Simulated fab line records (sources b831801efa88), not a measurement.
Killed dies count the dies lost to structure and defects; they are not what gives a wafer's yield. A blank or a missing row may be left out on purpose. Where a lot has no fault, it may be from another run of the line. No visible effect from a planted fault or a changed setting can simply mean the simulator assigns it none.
One fault through the eyes of 2 desks ; flow sky130 ; every desk sees just its own numbers, and what lay behind them comes last

== DESK OF THE TOOL OWNER: pvd-sputter-04 ==
At SKY_METAL5_SPUTTER_04 (material TiN, target thk 70 nm, time 58.3 s) the tool's own readings: per lot run on this tool, the mean of the sampled wafers that have a number. The brackets show how far a lot's mean lies from the usual mean; more than 4 standard deviations puts the lot out of limits, marked OUT.
Columns: A = throttle-valve-pct at SKY_METAL5_SPUTTER_04, usual 29.9 %
lot;first seen here;A
L825;day 43 09:01;29.8
L833;day 45 13:59;29.6
L837;day 46 14:13;30.4
This desk found nothing out of limits on any of the 3 lots.

== AT THE METROLOGY DESK ==
Lot by lot, what the gauges showed, no matter which tool ran the lot: averages of those sampled wafers that carry a number. The brackets show how far a lot's mean lies from the usual mean; more than 4 standard deviations puts the lot out of limits, marked OUT.
Columns: A = VIA4_W_RS at SKY_VIA4_RS_MEAS_19, usual 0.2247 ohm/sq; B = VIA4_W_THK at SKY_VIA4_THK_MEAS_20, usual 518 nm; C = METAL5_ALCU_RS at SKY_METAL5_RS_MEAS_05, usual 0.0270 ohm/sq; D = METAL5_ALCU_THK at SKY_METAL5_THK_MEAS_06, usual 1145 nm
lot;first seen here;A;B;C;D
L824;day 43 00:47;0.2246;518;0.0272;1138
L825;day 43 08:26;0.2228;520;0.0268;1138
L833;day 45 13:25;0.2207;525;0.0271;1155
L837;day 46 13:38;0.2250;513;0.0270;1157
L839;day 47 12:35;0.2231;523;0.0273;1144
L843;day 48 05:01;0.2246;518;0.0269;1145
This desk found nothing out of limits on any of the 6 lots.

== TAKEN TOGETHER ==
The tool owner's desk saw nothing out of limits.
At the metrology desk, nothing out of limits was observed.

== WHAT THE SIMULATOR HAD INSERTED ==
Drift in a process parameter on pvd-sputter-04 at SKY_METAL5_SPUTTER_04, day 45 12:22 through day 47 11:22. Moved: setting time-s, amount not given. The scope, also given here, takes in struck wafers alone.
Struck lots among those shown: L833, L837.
